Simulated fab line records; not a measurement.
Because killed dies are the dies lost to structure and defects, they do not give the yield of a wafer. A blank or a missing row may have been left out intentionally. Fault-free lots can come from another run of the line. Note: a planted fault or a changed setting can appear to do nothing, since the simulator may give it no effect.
Which tool is to blame? ; flow gf180mcu ; 14 lots with 42 wafers sampled at 5 steps, on a route of 602 steps

WHAT THE GAUGES SHOWED, per wafer
GF_V3_THK_MEAS_01.
lot;measured;on;V3_CVD_00_THK (nm)
L445;day 21 15:22;film_metro-03;613 600 596
L446;day 21 19:23;film_metro-03;613 605 604
L447;day 22 08:04;film_metro-01;606 604 605
L449;day 23 02:27;film_metro-01;607 606 603
L450;day 23 13:00;film_metro-02;612 611 614
L451;day 23 17:07;film_metro-02;608 607 608
L452;day 23 22:50;film_metro-02;599 604 606
L454;day 25 00:44;film_metro-01;596 600 601
L455;day 25 11:44;film_metro-03;608 609 602
L456;day 25 15:08;film_metro-01;608 608 608
L457;day 26 07:50;film_metro-03;607 608 615
L460;day 27 01:43;film_metro-02;600 597 605
L463;day 27 18:48;film_metro-03;604 601 602
L468;day 29 07:00;film_metro-02;595 599 600

GF_MIM_THK_MEAS_06.
lot;measured;on;MIM_CVD_05_THK (nm)
L445;day 24 18:42;film_metro-03;41.8 42.1 42.1
L446;day 24 22:21;film_metro-03;40.8 41.6 41.1
L447;day 25 10:02;film_metro-01;42.1 42.0 42.9
L449;day 26 03:28;film_metro-03;41.7 40.8 42.1
L450;day 26 12:49;film_metro-01;41.1 42.3 41.8
L451;day 26 15:53;film_metro-04;42.2 42.0 42.8
L452;day 26 21:17;film_metro-04;41.7 41.1 42.1
L454;day 27 20:30;film_metro-03;41.6 42.0 42.7
L455;day 28 07:54;film_metro-04;41.0 41.9 42.0
L456;day 28 13:22;film_metro-03;42.0 42.9 43.1
L457;day 29 01:28;film_metro-01;42.0 42.9 42.3
L460;day 29 18:31;film_metro-03;41.1 42.3 41.9
L463;day 30 09:54;film_metro-03;41.7 42.7 42.5
L468;day 31 18:11;film_metro-03;41.5 41.6 42.1

GF_TOP_METAL_OVL_MEAS_15.
lot;measured;on;TOP_METAL_OVL (nm)
L445;day 28 09:12;overlay-02;-1.0 -1.2 -1.8
L446;day 28 13:49;overlay-01;2.9 2.3 2.8
L447;day 28 22:44;overlay-02;1.3 0.4 1.8
L449;day 29 14:49;overlay-01;0.6 0.7 2.2
L450;day 29 21:59;overlay-01;2.8 2.2 1.4
L451;day 30 01:40;overlay-01;2.7 2.3 2.8
L452;day 30 07:14;overlay-01;1.2 2.1 1.8
L454;day 31 03:26;overlay-01;0.8 -2.7 -2.2
L455;day 31 14:34;overlay-02;2.4 1.8 0.0
L456;day 31 19:14;overlay-02;3.3 1.0 0.7
L457;day 32 05:21;overlay-01;41.5 41.2 41.4 40.4 40.5 41.0
L460;day 32 20:36;overlay-01;-0.6 -1.9 -0.8
L463;day 33 10:07;overlay-02;43.2 44.0 42.3 42.3 42.8 41.5
L468;day 34 15:10;overlay-02;-0.1 1.4 0.2

TOOL THAT RAN EACH LOT (tool first, then ch and the chambers of the sampled wafers, then the start)
lot;GF_TOP_METAL_SPUTTER_04;GF_TOP_METAL_EXPOSE_11
L445;pvd_sputter-04, day 27 13:28;iline_stepper-01 ch 0, day 27 23:40
L446;pvd_sputter-04, day 27 17:15;iline_stepper-01 ch 0, day 28 04:03
L447;pvd_sputter-02, day 28 03:24;iline_stepper-02 ch 0, day 28 13:24
L449;pvd_sputter-04, day 28 18:46;iline_stepper-02 ch 0, day 29 04:58
L450;pvd_sputter-01, day 29 03:19;iline_stepper-02 ch 0, day 29 12:37
L451;pvd_sputter-04, day 29 06:50;iline_stepper-02 ch 0, day 29 16:30
L452;pvd_sputter-01, day 29 12:44;iline_stepper-02 ch 0, day 29 22:14
L454;pvd_sputter-02, day 30 09:15;iline_stepper-01 ch 0, day 30 18:26
L455;pvd_sputter-04, day 30 21:34;iline_stepper-01 ch 0, day 31 06:04
L456;pvd_sputter-01, day 31 01:43;iline_stepper-02 ch 0, day 31 10:16
L457;pvd_sputter-01, day 31 12:30;iline_stepper-02 ch 0, day 31 21:00
L460;pvd_sputter-02, day 32 04:07;iline_stepper-01 ch 0, day 32 12:18
L463;pvd_sputter-04, day 32 17:38;iline_stepper-02 ch 0, day 33 01:58
L468;pvd_sputter-01, day 33 23:47;iline_stepper-01 ch 0, day 34 07:36
- GF_TOP_METAL_SPUTTER_04: material TiN, target thk 25 nm, time 20.8 s.
- GF_TOP_METAL_EXPOSE_11: exposes mask MetalTop, target cd 440 nm.

WHAT THE TOOLS THEMSELVES READ (means of the sampled wafers that have a number; where no wafer has one, the mark that the record gives instead)
GF_TOP_METAL_SPUTTER_04.
lot;tool;throttle_valve_pct (%)
L445;pvd_sputter-04;29.0
L446;pvd_sputter-04;29.0
L447;pvd_sputter-02;29.5
L449;pvd_sputter-04;28.9
L450;pvd_sputter-01;30.8
L451;pvd_sputter-04;30.0
L452;pvd_sputter-01;30.9
L454;pvd_sputter-02;29.4
L455;pvd_sputter-04;29.7
L456;pvd_sputter-01;30.4
L457;pvd_sputter-01;30.7
L460;pvd_sputter-02;28.9
L463;pvd_sputter-04;28.1
L468;pvd_sputter-01;30.4

THE ANSWER, worked out from the rows above alone
Rule: usual is defined by the lots themselves. Put in order of their means at a reading, lots are off if they are a third of the lots or fewer, leave a main group of 4 or more, and stand apart from it by a gap of 3 or more times the standard deviation of the main group's means; of several such gaps the widest counts. The tables above print the reading to a certain number of digits; a main group whose means all agree to those digits is not used. A lot without any number at a reading at which 4 lots or more have one is off too. Where the step has rows for the other lots, those lots are counted as sound. Order of review: gauges by route order, followed by the tools' own readings, for which a lot's mean as printed above is used. The first step at which some lot is off is used, and at that step the reading that is off furthest; a lot without a number counts as furthest.
Off: L457, L463, at GF_TOP_METAL_OVL_MEAS_15 (TOP_METAL_OVL). Mean 0.9 nm and standard deviation 1.4 in the main group.
A tool fits if, at a process step before that reading, it ran every lot that is off, and no sound lot after the first of them. Those tools and the gauges at GF_TOP_METAL_OVL_MEAS_15 are tried in the same way. One fits: iline_stepper-02 at GF_TOP_METAL_EXPOSE_11. Its last sound lot is L456 (day 31 10:16), its first lot that is off L457 (day 31 21:00): a fault that began between those two fits.

WHAT THE SIMULATOR HAD PUT IN
Scanner matching overlay: iline_stepper-02, from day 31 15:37 on, at GF_TOP_METAL_EXPOSE_11. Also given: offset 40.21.
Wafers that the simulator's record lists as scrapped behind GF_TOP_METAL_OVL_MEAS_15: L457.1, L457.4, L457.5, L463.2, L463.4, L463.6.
Lots struck among those shown: L457, L463. The rule above found the same.
